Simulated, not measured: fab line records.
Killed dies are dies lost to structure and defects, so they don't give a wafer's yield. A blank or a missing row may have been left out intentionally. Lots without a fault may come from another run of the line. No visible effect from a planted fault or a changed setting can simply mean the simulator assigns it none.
Which of the tools did it? | flow sfqLine | 42 wafers sampled from 14 lots at 1 step of a route of 325

WHAT THE GAUGES READ, wafer by wafer
No reading from a measuring or inspecting step in the record can be judged against a usual standard deviation.

WHICH TOOL RAN EACH LOT (tool, then ch and the chambers of the sampled wafers, then the start)
lot  | SFQ_TRILAYER_I7_VIA_BARC_OPEN_VIA_ETCH_260
L409 | rieDiel-02 ch 1,2,3, day 79 06:39
L412 | rieDiel-02 ch 2,3, day 80 01:51
L415 | rieDiel-03 ch 0,1, day 80 21:03
L416 | rieDiel-02 ch 1,2, day 80 22:15
L418 | rieDiel-02 ch 1,2,3, day 81 01:51
L422 | rieDiel-03 ch 0,1,2, day 89 15:13
L423 | rieDiel-01 ch 1,2,3, day 89 20:01
L424 | rieDiel-02 ch 0,1,2, day 89 21:13
L425 | rieDiel-03 ch 1,3, day 90 03:13
L426 | rieDiel-01 ch 1,2,3, day 90 08:08
L427 | rieDiel-03 ch 0,1,3, day 90 09:20
L429 | rieDiel-02 ch 2,3, day 91 00:56
L430 | rieDiel-01 ch 0,1,3, day 91 14:15
L431 | rieDiel-02 ch 0,1,2, day 91 16:39
- SFQ_TRILAYER_I7_VIA_BARC_OPEN_VIA_ETCH_260: etches BARC in O2, target depth 125 nm, time 41.7 s.

AS READ BY THE TOOLS THEMSELVES (means over the sampled wafers that have a number; for cases with no such wafer, the mark the record gives instead)
SFQ_TRILAYER_I7_VIA_BARC_OPEN_VIA_ETCH_260. Usual: drypumpMotorCurrentA 5.6 A, standard deviation 0.49; oesProductAu 0.684 a.u., standard deviation 0.0049; runLengthS 70.0 s, standard deviation 0.44.
lot  | tool       | drypumpMotorCurrentA (A) | oesProductAu (a.u.) | runLengthS (s) | flag
L409 | rieDiel-02 | 5.8                      | 0.689               | 70.3           | 
L412 | rieDiel-02 | 5.9                      | 0.678               | 70.1           | 
L415 | rieDiel-03 | 5.1                      | 0.688               | 70.2           | 
L416 | rieDiel-02 | 5.6                      | 0.685               | 69.8           | 
L418 | rieDiel-02 | 5.8                      | 0.680               | 69.5           | 
L422 | rieDiel-03 | 5.4                      | 0.680               | 70.1           | 
L423 | rieDiel-01 | 5.5                      | 0.685               | 69.9           | 
L424 | rieDiel-02 | 5.6                      | 0.688               | 70.4           | 
L425 | rieDiel-03 | 5.1                      | 0.682               | 69.3           | 
L426 | rieDiel-01 | 5.5                      | 0.685               | 69.8           | 
L427 | rieDiel-03 | 5.1                      | 0.684               | 69.5           | 
L429 | rieDiel-02 | 5.9                      | 0.685               | 69.9           | 
L430 | rieDiel-01 | 5.7                      | 0.684               | 69.9           | 
L431 | rieDiel-02 | 5.6                      | 0.688               | 70.4           | 

THE ANSWER, worked out from the rows above alone
Rule: a lot counts as off when the mean over its wafers that have a number is more than 3 standard deviations away from the usual mean. A lot without any number at a reading at which 4 lots or more have one is off too. Any other lot the step has rows for is counted as sound. Order of review: gauges by route order, followed by the tools' own readings, for which a lot's mean as printed above is used. At the first step where some lot is off, the reading lying furthest off is the one used; lots without a number count as furthest.
No lot is off on any of the readings shown, so nothing can be concluded from this.

WHAT THE SIMULATOR HAD PUT IN
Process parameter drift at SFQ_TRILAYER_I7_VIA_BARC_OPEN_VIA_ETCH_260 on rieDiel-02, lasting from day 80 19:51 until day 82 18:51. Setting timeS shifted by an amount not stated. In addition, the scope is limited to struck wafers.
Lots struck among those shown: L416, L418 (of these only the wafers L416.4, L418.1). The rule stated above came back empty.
